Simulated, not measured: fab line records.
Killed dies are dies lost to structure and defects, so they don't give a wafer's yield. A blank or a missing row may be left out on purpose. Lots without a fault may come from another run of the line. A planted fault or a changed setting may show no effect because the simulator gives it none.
Struck lot and sound lot, side by side | flow sky130 | 38 steps out of a route of 708
Sound: the wafers L182.2, L182.3, L182.4. Wafers L175.1, L175.4, L175.5 were the ones struck. Last of all comes the cause.
For every step that has rows: the tool of each side, followed by ch and its chambers, followed by its first start. Under that, the readings that differ: sound wafers | struck wafers | difference of the means | sigmas: that difference in standard deviations of wafers without a fault.
alike: words and numbers the same on both sides, and readings whose means are apart by under 2 such deviations; not compared: readings that were withheld, readings missing a value for some wafer, numbers with overlapping values and no deviation given by the record, and bounds like >300 which may hide the same value.
A row with sigmas, a row that says differs or no value, or rows on one side alone: a step with any of these is where the two part. Numbers that have no deviation but don't overlap get no sigmas and don't part them. A reading that every wafer of one side lacks parts them only if that side has two wafers or more.

first, 10 steps without rows for these wafers: SKY_GATE_OXIDE_COAT_05 (resist thk 1140 nm); SKY_GATE_OXIDE_SOFTBAKE_06 (time 60 s); SKY_GATE_OXIDE_EXPOSE_07 (exposes mask LVOM, target cd 600 nm); SKY_GATE_OXIDE_PEB_08; SKY_GATE_OXIDE_DEVELOP_09 (develop time 60 s); SKY_GATE_OXIDE_IMPLANT_11; SKY_GATE_OXIDE_WET_ETCH_12 (etches SiO2 in dHF, target depth 16.8 nm, time 336 s); SKY_GATE_OXIDE_STRIP_13 (strips in O2/N2); SKY_GATE_OXIDE_CLEAN_15 (cleans in SC1/SC2, time 150 s); SKY_GATE_OXIDE_OXIDATION_16 (stabilise 600 s, purge 300 s, target thk 3.57 nm).
SKY_POLY_GATE_CVD_00: deposits poly-Si, target thk 180 nm, time 720 s.
  sound on lpcvd-01 ch 0, day 18 19:55; struck on lpcvd-01 ch 0, day 16 08:18
  reading                                       | sound                | struck               | difference | sigmas
  spike tc bottom C (C)                         | 648 645 645          | 622 624 626          | -22        | -6
  spike tc centre C (C)                         | 622.0 621.6 620.5    | 598.0 598.3 600.3    | -22.5      | -23
  spike tc lower C (C)                          | 619.5 617.5 617.2    | 597.4 596.4 597.0    | -21.1      | -22
  spike tc top C (C)                            | 636.3 636.6 637.3    | 615.6 616.0 614.1    | -21.5      | -12
  spike tc upper C (C)                          | 621.2 621.1 622.6    | 599.4 597.4 598.2    | -23.3      | -21
  susceptor temp C (C)                          | 620.57 619.95 620.02 | 597.56 597.55 597.94 | -22.50     | -75
  zone power bottom pct (%)                     | 12.19 12.07 12.35    | 11.44 11.17 11.27    | -0.91      | -7
  zone power centre pct (%)                     | 10.71 11.09 10.82    | 10.13 10.20 10.16    | -0.71      | -6
  zone power upper pct (%)                      | 8.39 8.53 8.46       | 7.85 8.02 7.86       | -0.55      | -4
  model.poly-Si_of_POLY_GATE_CVD_00.thk nm (nm) | 181.7 179.8 181.2    | 105.7 105.5 105.6    | -75.3      |
SKY_POLY_GATE_THK_MEAS_01:
  sound: film metro-03 at day 18 21:44; struck: film metro-04 at day 16 09:30
  reading                   | sound             | struck            | difference | sigmas
  POLY_GATE_CVD_00_THK (nm) | 181.8 179.8 181.1 | 105.7 105.7 105.6 | -75.2      | -42
then, 21 steps without rows for these wafers: SKY_RES_PROTECT_DEHYDRATE_00 (time 60 s); SKY_RES_PROTECT_HMDS_01 (prime time 60 s); SKY_RES_PROTECT_COAT_02 (resist thk 1140 nm); SKY_RES_PROTECT_SOFTBAKE_03 (time 60 s); SKY_RES_PROTECT_EXPOSE_04 (exposes mask RPM, target cd 1270 nm); SKY_RES_PROTECT_PEB_05; SKY_RES_PROTECT_DEVELOP_06 (develop time 60 s); SKY_POLY_GATE_IMPLANT_02; SKY_RES_PROTECT_STRIP_07 (strips in O2/N2); SKY_RES_PROTECT_CLEAN_09 (cleans in SC1/SC2, time 150 s); SKY_POLY_GATE_CVD_03 (deposits Si3N4 from DCS/NH3, target thk 75 nm, time 1290 s); SKY_POLY_GATE_DEHYDRATE_05 (time 60 s); SKY_POLY_GATE_HMDS_06 (prime time 60 s); SKY_POLY_GATE_COAT_07 (resist thk 110 nm); SKY_POLY_GATE_COAT_08 (resist thk 450 nm); SKY_POLY_GATE_SOFTBAKE_09 (time 90 s); SKY_POLY_GATE_EXPOSE_10 (exposes mask P1M, target cd 150 nm); SKY_POLY_GATE_PEB_11; SKY_POLY_GATE_DEVELOP_12 (develop time 60 s); SKY_POLY_GATE_ETCH_15 (etches BARC in N2/H2, stops on SiO2, time 118.5 s, target depth 110 nm); SKY_POLY_GATE_ETCH_16 (etches Si3N4 in CH3F/O2, stops on poly-Si, time 147.5 s, target depth 75 nm).
-- the record jumps here: 3 days lie between the struck wafers' starts before and after --
SKY_POLY_GATE_ETCH_17: etches poly-Si in HBr/Cl2, stops on SiO2, target depth 180 nm, time 70.5 s.
  sound on rie si-02 ch 0,1,2, day 21 13:39; struck on rie si-01 ch 0,3, day 18 23:06
  reading                               | sound             | struck            | difference | sigmas
  oes product au (a.u.)                 | 0.998 0.985 0.999 | 0.693 0.711 0.695 | -0.294     | -38
  model.etch.depth nm (nm)              | 180.7 179.1 179.6 | 105.1 104.9 104.9 | -74.8      |
  model.POLY_GATE.feature depth nm (nm) | 180.7 179.1 179.6 | 105.1 104.9 104.9 | -74.8      |
  alike: chamber pressure mTorr, drypump motor current A, throttle valve pct
  not compared: rf hours counter h
then, 2 steps without rows for these wafers: SKY_POLY_GATE_STRIP_18 (strips in O2/N2); SKY_POLY_GATE_CLEAN_19 (cleans in SC1/SC2, time 150 s).
-- the record jumps here: 8 days lie between the struck wafers' starts before and after (it left off in module POLY_GATE and takes up again in module POLY_CUT, whose first step shown is number 318 of the route) --
SKY_POLY_CUT_ETCH_11: etches Si3N4 in CF4/CH2F2/Ar, stops on poly-Si, time 42.5 s, target depth 60 nm.
  sound on rie diel-04 ch 1,2,3, day 29 03:29; struck on rie diel-03 ch 1,2,3, day 26 17:29
  reading                                       | sound           | struck          | difference | sigmas
  model.poly-Si_of_POLY_GATE_CVD_00.thk nm (nm) | 180.9 179 180.5 | 105 104.8 104.8 | -75        |
  alike: chamber pressure mTorr, drypump motor current A, oes product au, throttle valve pct
  not compared: rf hours counter h
-- the record jumps here: 21 days lie between the struck wafers' starts before and after (it left off in module POLY_CUT and takes up again in module PAD_OPEN, whose first step shown is number 708 of the route) --
SKY_PAD_OPEN_PROBE_99:
  sound: prober-01 at day 49 05:03; struck: prober-02 at day 47 14:28
  reading                                   | sound             | struck            | difference | sigmas
  killed_at_M0_to_M3                        | 33 43 38          | 56 49 55          | +15        | +2
  model.etest.pfet_01v8.r on ohm um         | 2872 2913 2851    | 3732 3801 3819    | +905       |
  model.etest.tip p.rs ohm sq               | 6869 6868 6823    | 7454 7480 7442    | +605       |
  model.etest.res high po.line ohm um       | 764.4 742.6 767.6 | 1171 1174 1175    | +415       |
  model.etest.res poly.line ohm um          | 532.4 517.5 537.7 | 867.1 841.8 860.9 | +327.4     |
  model.etest.res pwde under gate.rs ohm sq | 6075 6066 6138    | 6414 6445 6406    | +329       |
  model.etest.tip sonos.rs ohm sq           | 2719 2688 2657    | 2516 2502 2518    | -176       |
  model.etest.res high po.rs ohm sq         | 265.1 259.6 268.6 | 411.7 406.8 413.2 | +146.1     |
  model.etest.pfet g5v0d10v5.r on ohm um    | 4664 4779 4668    | 4898 4928 4961    | +225       |
  alike: killed_at_M4_up, killed at contacts, killed at front end, killed at other, killed dies, killed open, killed short

## WHERE THEY PART
At SKY_POLY_GATE_CVD_00 first; at SKY_PAD_OPEN_PROBE_99 last (within this record only).

WHY: what the simulator had put in
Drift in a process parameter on lpcvd-01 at SKY_POLY_GATE_CVD_00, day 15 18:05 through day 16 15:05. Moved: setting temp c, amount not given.
